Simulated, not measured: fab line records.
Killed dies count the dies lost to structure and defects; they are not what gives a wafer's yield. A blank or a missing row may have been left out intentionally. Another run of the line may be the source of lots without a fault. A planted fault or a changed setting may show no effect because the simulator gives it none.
Which of the tools did it? | flow sky130 | Sampling: 6 lots, 18 wafers, 3 of 708 route steps

## WHAT THE GAUGES READ, wafer by wafer
SKY_LDD_HVN_OVL_MEAS_07.
lot  | measured     | on         | LDD_HVN_OVL (nm)
L991 | day 21 02:07 | overlay-02 | -0.9 0.1 -0.1
L100 | day 24 15:29 | overlay-01 | -0.4 -0.5 0.6
L102 | day 25 04:25 | overlay-02 | -0.2 -1.4 -3.1
L106 | day 26 16:55 | overlay-01 | -0.7 -1.5 0.0
L109 | day 27 16:41 | overlay-01 | 2.9 2.4 3.9
L111 | day 28 09:16 | overlay-01 | 0.5 1.1 3.0

## EACH LOT AND THE TOOL THAT RAN IT (in order: tool; ch and the chambers of the sampled wafers; start)
lot  | SKY_FIELD_ISO_ETCH_14             | SKY_POLY_GATE_SOFTBAKE_09
L991 | rie diel-04 ch 0,1,2, day 2 14:50 | litho track-03 ch 0, day 16 13:00
L100 | rie diel-01 ch 0,1,2, day 4 13:59 | litho track-01 ch 0, day 20 02:00
L102 | rie diel-04 ch 0,1, day 4 23:47   | litho track-01 ch 0, day 20 16:00
L106 | rie diel-01 ch 0,2,3, day 5 23:32 | litho track-04 ch 0, day 22 04:00
L109 | rie diel-03 ch 0,1,2, day 6 13:51 | litho track-03 ch 0, day 23 06:00
L111 | rie diel-03 ch 0,3, day 7 01:17   | litho track-01 ch 0, day 23 22:00
- SKY_FIELD_ISO_ETCH_14: etches BARC in N2/H2, stops on SiO2, time 45.9 s, target depth 60 nm.
- SKY_POLY_GATE_SOFTBAKE_09: time 90 s.

## THE ANSWER, worked out from the rows above alone
Rule: the usual values come from the lots themselves. Put in order of their means at a reading, lots are off if they are a third of the lots or fewer, leave a main group of 4 or more, and stand apart from it by a gap of 3 or more times the standard deviation of the main group's means; of several such gaps the widest counts. Not used: any main group whose means are identical at the precision the tables above print for the reading. Also off: a lot with no number at a reading for which 4 or more lots have one. All remaining lots with rows at the step are treated as sound.
No lot is off at any reading shown: from this, nothing can be told.

## WHAT THE SIMULATOR PUT IN
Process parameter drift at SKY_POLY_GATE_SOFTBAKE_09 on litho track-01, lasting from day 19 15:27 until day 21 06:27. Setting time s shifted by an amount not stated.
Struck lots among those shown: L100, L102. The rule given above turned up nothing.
